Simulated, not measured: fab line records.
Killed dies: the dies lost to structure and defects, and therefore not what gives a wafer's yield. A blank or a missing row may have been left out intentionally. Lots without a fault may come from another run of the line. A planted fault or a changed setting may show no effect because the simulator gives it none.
fab line records	flow sky130
record: lots: 6	wafers: 18	last_day: 50
route steps=708 shown LDD_HVP@287 LDD_LDN@289 PAD_OPEN@708
lots with no fault: from the same line, run without faults
start_h: hours from the record's opening day to when the first of the lot's shown wafers began	wait_h: hours from the lot's prior step to this one	" repeats the value in the row above	L1.1+2: a single row standing in for several wafers	- no value present, or no start provided	* or withheld: withheld	< > ~ a bound
route shown NAME@n: NAME is a module with steps in the file, n the number in the route of the first one	usual: mean and standard deviation over wafers with no fault	same: alike in all rows	chamber/n: place in a boat	sites: each site's reading	_std_site: how widely they spread, as a standard deviation	_edge_site: mean of outer sites minus mean of inner sites	radius_mm: how far each site lies from the wafer's centre	mask NAME#n: copy n	behind: the last tool/chamber to shape the wafer	hold: why the lot went on hold/how many hours it stayed there/how the hold came to an end	device: transistor that didn't switch, given as n, p or np	end of line: the tests these same wafers got at the end of their route	a step given without rows: its recipe and nothing more	killed: the dies lost at the first sort to structure and to defects; this is not the yield of the wafer	map: shows each die of a wafer: x if killed, . if not, _ if none is there
set.NAME: the setting that was run; set.NAME@STEP: the one run at that earlier step	model.NAME: the simulator's own value behind a step, which no gauge read
lots at selected steps of the route; one table per step, one row per wafer
services: when a tool's chamber went out of use (start_h, in hours from the record's first day, below 0 if earlier), for how many hours, and the reason
== steps ==
step: SKY_LDD_HVP_STRIP_09
recipe: chemistry: O2/N2	power_w: 1400	pressure_mtorr: 1500	platen_temp_c: withheld	o2_flow_sccm: 3000	n2_flow_sccm: 300	overash_fraction: 0.5
usual: drypump_motor_current_A: 5.72/0.26	oes_product_au: 0.408/0.0045	strip_time_to_endpoint_s: 4.141/0.016
lot.wafer	tool	chamber	start_h	wait_h	drypump_motor_current_A	oes_product_au	rf_hours_counter_h	strip_time_to_endpoint_s
L569.4	plasma_asher-04	1	575.94	0.1	6.22	0.407	-	4.129
L569.5	"	0	"	"	5.61	0.404	-	4.126
L569.6	"	1	"	"	6.17	0.405	-	4.140
L575.4	plasma_asher-03	0	592.43	0.1	5.64	0.416	-	4.112
L575.5	"	0	"	"	5.67	0.416	-	4.131
L575.6	"	1	"	"	5.40	0.401	-	4.141
L576.1	plasma_asher-02	1	594.95	0.1	5.83	0.416	93	4.138
L576.2	"	0	"	"	5.61	0.409	93	4.153
L576.4	"	1	"	"	5.78	0.414	-	4.148
L582.3	plasma_asher-03	0	647.23	0.1	5.67	0.419	-	4.156
L582.4	"	1	"	"	5.42	0.409	-	4.154
L582.6	"	1	"	"	5.42	0.413	-	4.143
L585.2	plasma_asher-04	0	678.81	0.1	5.59	0.408	26	4.125
L585.3	"	1	"	"	6.19	0.410	-	4.143
L585.5	"	1	"	"	6.17	0.402	-	4.128
L587.1	plasma_asher-03	0	690.80	0.1	5.68	0.412	85	4.116
L587.3	"	1	"	"	5.41	0.400	-	4.118
L587.5	"	1	"	"	5.42	0.412	-	4.128
step: SKY_LDD_HVP_TW_MEAS_10
usual: LDD_HVP_TW: 456/3.8
lot.wafer	tool	chamber	start_h	wait_h	LDD_HVP_TW
L569.4	film_metro-01	-	576.04	0.1	456
L569.5	"	-	"	"	459
L569.6	"	-	"	"	459
L575.4	film_metro-03	-	592.53	0.1	461
L575.5	"	-	"	"	459
L575.6	"	-	"	"	460
L576.1	film_metro-01	-	595.05	0.1	458
L576.2	"	-	"	"	460
L576.4	"	-	"	"	458
L582.3	film_metro-02	-	647.32	0.1	452
L582.4	"	-	"	"	452
L582.6	"	-	"	"	453
L585.2	film_metro-01	-	678.92	0.1	458
L585.3	"	-	"	"	457
L585.5	"	-	"	"	459
L587.1	film_metro-01	-	690.90	0.1	459
L587.3	"	-	"	"	461
L587.5	"	-	"	"	460
step: SKY_LDD_LDN_DEHYDRATE_00
recipe: temp_c: 200	time_s: 60
step: SKY_LDD_LDN_HMDS_01
recipe: prime_time_s: 60	prime_temp_c: 120
step: SKY_LDD_LDN_COAT_02
recipe: resist: NOVOLAK	spin_rpm: 3000	resist_thk_nm: 1140
step: SKY_LDD_LDN_SOFTBAKE_03
recipe: temp_c: 90	time_s: 60	resist: NOVOLAK
step: SKY_LDD_LDN_EXPOSE_04
recipe: mask_id: LDNTM	na: 0.6	source_shape: conventional	sigma_outer: 0.6	polarization: unpolarized	target_cd_nm: 700	dose_mj: 140
step: SKY_LDD_LDN_PEB_05
recipe: temp_c: withheld	time_s: *	resist: NOVOLAK
step: SKY_LDD_LDN_DEVELOP_06
recipe: resist: NOVOLAK	developer: TMAH	develop_time_s: 60	dev_temp_c: 23
step: SKY_LDD_LDN_OVL_MEAS_07
usual: LDD_LDN_OVL: 0.7/1.3
lot.wafer	tool	chamber	start_h	wait_h	LDD_LDN_OVL[nm]
L569.4	overlay-01	-	605.33	0.1	3.5
L569.5	"	-	"	"	2.0
L569.6	"	-	"	"	2.0
L575.4	overlay-02	-	621.59	0.1	1.6
L575.5	"	-	"	"	3.2
L575.6	"	-	"	"	2.2
L576.1	overlay-02	-	622.80	0.1	0.9
L576.2	"	-	"	"	-0.3
L576.4	"	-	"	"	-1.1
L582.3	overlay-01	-	676.17	0.1	1.6
L582.4	"	-	"	"	1.7
L582.6	"	-	"	"	2.3
L585.2	overlay-01	-	706.81	0.1	1.4
L585.3	"	-	"	"	2.3
L585.5	"	-	"	"	0.8
L587.1	overlay-02	-	718.62	0.1	2.8
L587.3	"	-	"	"	2.5
L587.5	"	-	"	"	1.2
step: SKY_LDD_LDN_IMPLANT_08
recipe: species: As	energy_kev: 15	dose_cm2: 1.25e+13	tilt_deg: withheld	rotation_deg: 23
step: SKY_LDD_LDN_IMPLANT_09
recipe: species: As	energy_kev: 14.81	dose_cm2: 1.25e+13	tilt_deg: withheld	rotation_deg: 113
step: SKY_LDD_LDN_IMPLANT_10
recipe: species: As	energy_kev: 15	dose_cm2: 1.25e+13	tilt_deg: withheld	rotation_deg: 203
usual: dose_ions_cm2: 1.2503e+13/1.2e+10	faraday_current_uA: 70.3/1.4
lot.wafer	tool	chamber	start_h	wait_h	dose_ions_cm2	faraday_current_uA
L569.4	implanter-02	0	605.72	0.1	1.2495e+13	73.3
L569.5	"	0	"	"	1.2516e+13	67.9
L569.6	"	0	"	"	1.2507e+13	71.5
L575.4	implanter-01	0	621.98	0.1	1.2518e+13	67.9
L575.5	"	0	"	"	1.2513e+13	70.1
L575.6	"	0	"	"	1.2493e+13	68.4
L576.1	implanter-02	0	623.14	0.1	1.2484e+13	70.5
L576.2	"	0	"	"	1.2501e+13	71.4
L576.4	"	0	"	"	1.2504e+13	71.0
L582.3	implanter-01	0	676.54	0.1	1.932e+13	109.6
L582.4	"	0	"	"	1.9323e+13	109.1
L582.6	"	0	"	"	1.9317e+13	107.0
L585.2	implanter-01	0	707.16	0.1	1.93e+13	108.4
L585.3	"	0	"	"	1.932e+13	111.1
L585.5	"	0	"	"	1.932e+13	110.3
L587.1	implanter-02	0	718.96	0.1	1.2502e+13	68.9
L587.3	"	0	"	"	1.2509e+13	70.4
L587.5	"	0	"	"	1.2507e+13	68.1
step: SKY_LDD_LDN_IMPLANT_11
recipe: species: As	energy_kev: 15	dose_cm2: 1.25e+13	tilt_deg: withheld	rotation_deg: 293
step: SKY_LDD_LDN_STRIP_12
recipe: chemistry: O2/N2	power_w: 1400	pressure_mtorr: 1500	platen_temp_c: withheld	o2_flow_sccm: 3000	n2_flow_sccm: 300	overash_fraction: 0.5
usual: drypump_motor_current_A: 5.81/0.28	oes_product_au: 0.715/0.0048	strip_time_to_endpoint_s: 14.18/0.042
lot.wafer	tool	chamber	start_h	wait_h	drypump_motor_current_A	oes_product_au	rf_hours_counter_h	strip_time_to_endpoint_s
L569.4	plasma_asher-02	0	605.98	0.1	5.62	0.701	-	14.19
L569.5	"	0	"	"	5.59	0.712	-	14.22
L569.6	"	1	"	"	5.78	0.710	-	14.17
L575.4	plasma_asher-01	1	622.24	0.1	6.31	0.716	-	14.11
L575.5	"	1	"	"	6.27	0.716	-	14.13
L575.6	"	0	"	"	5.94	0.718	-	14.14
L576.1	plasma_asher-01	1	623.44	0.1	6.26	0.716	48	14.17
L576.2	"	0	"	"	5.97	0.714	48	14.22
L576.4	"	1	"	"	6.28	0.723	-	14.20
L582.3	plasma_asher-03	0	676.82	0.1	5.70	0.718	-	14.13
L582.4	"	1	"	"	5.40	0.714	-	14.15
L582.6	"	0	"	"	5.67	0.718	-	14.13
L585.2	plasma_asher-01	0	707.44	0.1	6.01	0.708	56	14.10
L585.3	"	0	"	"	6.00	0.715	-	14.17
L585.5	"	0	"	"	5.97	0.705	-	14.21
L587.1	plasma_asher-03	0	719.26	0.1	5.68	0.718	88	14.23
L587.3	"	1	"	"	5.41	0.716	-	14.26
L587.5	"	1	"	"	5.39	0.717	-	14.19
step: SKY_LDD_LDN_TW_MEAS_13
usual: LDD_LDN_TW: 1476/12
lot.wafer	tool	chamber	start_h	wait_h	LDD_LDN_TW
L569.4	film_metro-04	-	606.08	0.1	1480
L569.5	"	-	"	"	1483
L569.6	"	-	"	"	1477
L575.4	film_metro-02	-	622.34	0.1	1452
L575.5	"	-	"	"	1448
L575.6	"	-	"	"	1451
L576.1	film_metro-04	-	623.54	0.1	1486
L576.2	"	-	"	"	1479
L576.4	"	-	"	"	1483
L582.3	film_metro-01	-	676.91	0.1	1536
L582.4	"	-	"	"	1542
L582.6	"	-	"	"	1548
L585.2	film_metro-01	-	707.55	0.1	1545
L585.3	"	-	"	"	1539
L585.5	"	-	"	"	1536
L587.1	film_metro-01	-	719.36	0.1	1491
L587.3	"	-	"	"	1492
L587.5	"	-	"	"	1487
step: SKY_LDD_LDN_CLEAN_14
recipe: chemistry: SC1/SC2	mix: 1:4:20	temp_c: 70	time_s: 150	dry: n2_spin
step: SKY_PAD_OPEN_PROBE_99
usual: killed_at_M0_to_M3: 43/7.5	killed_at_M4_up: 3.0/1.6	killed_at_contacts: 23/5.8	killed_at_front_end: 14/4.8	killed_at_other: 0.3/0.52	killed_dies: 84/9.1	killed_open: 47/7.2	killed_short: 37/5.8
same: gross_dies: 492	killed_at_back_side: 0
lot.wafer	tool	chamber	start_h	wait_h	killed_at_M0_to_M3	killed_at_M4_up	killed_at_contacts	killed_at_front_end	killed_at_other	killed_dies	killed_open	killed_short	model.etest.tip_sonos.rs_ohm_sq
L569.4	prober-01	-	1136.12	0.2	45	0	19	21	0	85	46	39	2647
L569.5	prober-01	-	1136.17	0.2	39	3	31	17	1	91	52	39	2683
L569.6	prober-01	-	1136.22	0.2	51	4	21	19	0	95	55	40	2648
L575.4	prober-01	-	1143.79	0.2	51	7	17	14	2	91	57	34	2731
L575.5	prober-01	-	1143.84	0.2	42	1	21	12	1	77	40	37	2667
L575.6	prober-01	-	1143.89	0.2	42	3	30	6	0	81	42	39	2672
L576.1	prober-02	-	1145.13	0.1	46	1	23	11	0	81	44	37	2618
L576.2	prober-02	-	1145.18	0.1	28	4	18	18	0	68	32	36	2556
L576.4	prober-02	-	1145.28	0.2	38	5	11	14	0	68	33	35	2604
L582.3	prober-02	-	1177.49	0.2	62	4	20	9	2	97	62	35	2595
L582.4	prober-02	-	1177.54	0.2	47	2	19	11	1	80	43	37	2616
L582.6	prober-02	-	1177.64	0.2	56	2	23	13	0	94	51	43	2581
L585.2	prober-01	-	1194.56	0.1	44	6	13	19	0	82	46	36	2516
L585.3	prober-01	-	1194.61	0.2	38	4	19	18	0	79	49	30	2487
L585.5	prober-01	-	1194.71	0.2	38	0	34	16	0	88	54	34	2472
killed by level:class
L569.4 METAL1:geometric_particle:short=9 CONTACT:geometric_particle:open=8 VIA1:geometric_particle:open=8 VIA2:geometric_particle:open=6 POLY_GATE:geometric_particle:open=6 VIA3:geometric_particle:open=6 FIELD_ISO:geometric_particle:short=5 POLY_GATE:geometric_particle:short=5
L569.5 CONTACT:geometric_particle:open=10 VIA1:geometric_particle:open=10 LOCAL_INTERCONNECT:geometric_particle:short=7 VIA3:geometric_particle:open=7 POLY_GATE:geometric_particle:open=6 FIELD_ISO:geometric_particle:short=5 LI_CONTACT:geometric_particle:short=5 LI_CONTACT:geometric_particle:open=4
L569.6 VIA3:geometric_particle:open=13 CONTACT:geometric_particle:open=12 METAL2:geometric_particle:short=8 FIELD_ISO:geometric_particle:open=7 METAL1:geometric_particle:short=6 VIA1:geometric_particle:short=6 VIA2:geometric_particle:open=6 LI_CONTACT:geometric_particle:open=5
L575.4 VIA1:geometric_particle:open=12 VIA2:geometric_particle:open=10 VIA3:geometric_particle:open=8 CONTACT:geometric_particle:open=6 METAL4:geometric_particle:short=5 FIELD_ISO:geometric_particle:open=4 FIELD_ISO:geometric_particle:short=4 LI_CONTACT:geometric_particle:open=4
L575.5 CONTACT:geometric_particle:open=9 VIA1:geometric_particle:open=9 METAL3:geometric_particle:short=7 METAL2:geometric_particle:short=5 LI_CONTACT:geometric_particle:open=5 LOCAL_INTERCONNECT:geometric_particle:short=5 METAL1:geometric_particle:short=5 FIELD_ISO:geometric_particle:open=4
L575.6 VIA1:geometric_particle:open=14 LOCAL_INTERCONNECT:geometric_particle:short=8 CONTACT:geometric_particle:open=8 LI_CONTACT:geometric_particle:open=7 VIA1:geometric_particle:short=6 CONTACT:geometric_particle:short=5 VIA3:geometric_particle:open=4 METAL1:geometric_particle:short=4
L576.1 CONTACT:geometric_particle:open=9 VIA1:geometric_particle:open=8 CONTACT:geometric_particle:short=7 VIA3:geometric_particle:open=7 VIA2:geometric_particle:open=6 LI_CONTACT:geometric_particle:open=4 METAL1:geometric_particle:short=4 VIA1:geometric_particle:short=4
L576.2 CONTACT:geometric_particle:open=11 METAL1:geometric_particle:short=6 SPACER:geometric_particle:short=4 CONTACT:geometric_particle:short=4 VIA1:geometric_particle:short=4 FIELD_ISO:geometric_particle:short=3 FIELD_ISO:geometric_particle:open=3 VIA3:geometric_particle:open=3
L576.4 VIA1:geometric_particle:open=9 VIA3:geometric_particle:open=6 FIELD_ISO:geometric_particle:short=5 METAL2:geometric_particle:short=5 POLY_GATE:geometric_particle:short=4 VIA2:geometric_particle:open=4 LI_CONTACT:geometric_particle:open=3 LOCAL_INTERCONNECT:geometric_particle:short=3
L582.3 VIA1:geometric_particle:open=13 VIA3:geometric_particle:open=11 VIA2:geometric_particle:open=9 CONTACT:geometric_particle:open=9 METAL2:geometric_particle:short=8 LI_CONTACT:geometric_particle:open=6 METAL1:geometric_particle:short=6 VIA1:geometric_particle:short=6
L582.4 VIA1:geometric_particle:open=16 LI_CONTACT:geometric_particle:open=7 LOCAL_INTERCONNECT:geometric_particle:short=7 VIA2:geometric_particle:open=6 VIA1:geometric_particle:short=6 FIELD_ISO:geometric_particle:short=4 CONTACT:geometric_particle:open=4 METAL2:geometric_particle:short=4
L582.6 VIA1:geometric_particle:open=13 LI_CONTACT:geometric_particle:open=10 METAL1:geometric_particle:short=9 VIA1:geometric_particle:short=9 CONTACT:geometric_particle:open=7 VIA2:geometric_particle:open=7 VIA3:geometric_particle:open=6 POLY_GATE:geometric_particle:short=5
L585.2 VIA3:geometric_particle:open=8 CONTACT:geometric_particle:open=8 VIA2:geometric_particle:open=8 POLY_GATE:geometric_particle:short=7 VIA1:geometric_particle:open=6 FIELD_ISO:geometric_particle:short=5 VIA1:geometric_particle:short=4 VIA2:geometric_particle:short=4
L585.3 VIA1:geometric_particle:open=11 VIA2:geometric_particle:open=7 FIELD_ISO:geometric_particle:open=6 VIA1:geometric_particle:short=6 CONTACT:geometric_particle:open=6 VIA3:geometric_particle:open=6 POLY_GATE:geometric_particle:short=5 METAL2:geometric_particle:open=5
L585.5 CONTACT:geometric_particle:open=14 LI_CONTACT:geometric_particle:open=11 VIA3:geometric_particle:open=8 FIELD_ISO:geometric_particle:short=6 VIA1:geometric_particle:open=6 METAL2:geometric_particle:short=6 VIA2:geometric_particle:open=6 SPACER:geometric_particle:short=4
== services ==
tool	chamber	start_h	hours	kind
implanter-02	-	562.60	0.7	repair
plasma_asher-02	-	614.75	4.3	pm
implanter-02	-	647.66	1.4	repair
plasma_asher-03	-	649.23	1.9	repair
plasma_asher-04	-	684.14	0.4	repair
plasma_asher-03	-	700.42	1.3	repair
plasma_asher-03	-	704.45	2.7	repair
== key ==
first_sign: step: SKY_LDD_LDN_IMPLANT_10	reading: dose_ions_cm2	direction: up	sigmas: 99+	usual: *	struck: *
effect: step: SKY_LDD_LDN_IMPLANT_10	reading: faraday_current_uA	direction: up	sigmas: 27	usual: 70.3	struck: 109.2
effect: step: SKY_LDD_LDN_TW_MEAS_13	reading: LDD_LDN_TW	direction: up	sigmas: 5.4	usual: 1476	struck: 1541
model_effect: step: SKY_PAD_OPEN_PROBE_99	value: etest.tip_sonos.rs_ohm_sq	without: 2733	struck: 2545
met_at SKY_LDD_LDN_IMPLANT_10
struck_wafers L582.3,L582.4,L582.6,L585.2,L585.3,L585.5
tester_left_out L582,L585
onset_between 621.98 676.54
fault: kind: process_parameter_drift	tool: implanter-01	chamber: -	onset_h: 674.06	steps: SKY_LDD_LDN_IMPLANT_10	channel: dose_cm2	offset: *	shape: step	end_h: 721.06	acts_in: *	stated: *
tester_left_out: of these lots the tester's yield and bins aren't shown, on N5 and GAA mostly nor the transistor test; their killed dies are dies lost to structure and defects alone, not to doping, threshold or leakage, so they don't give the yield
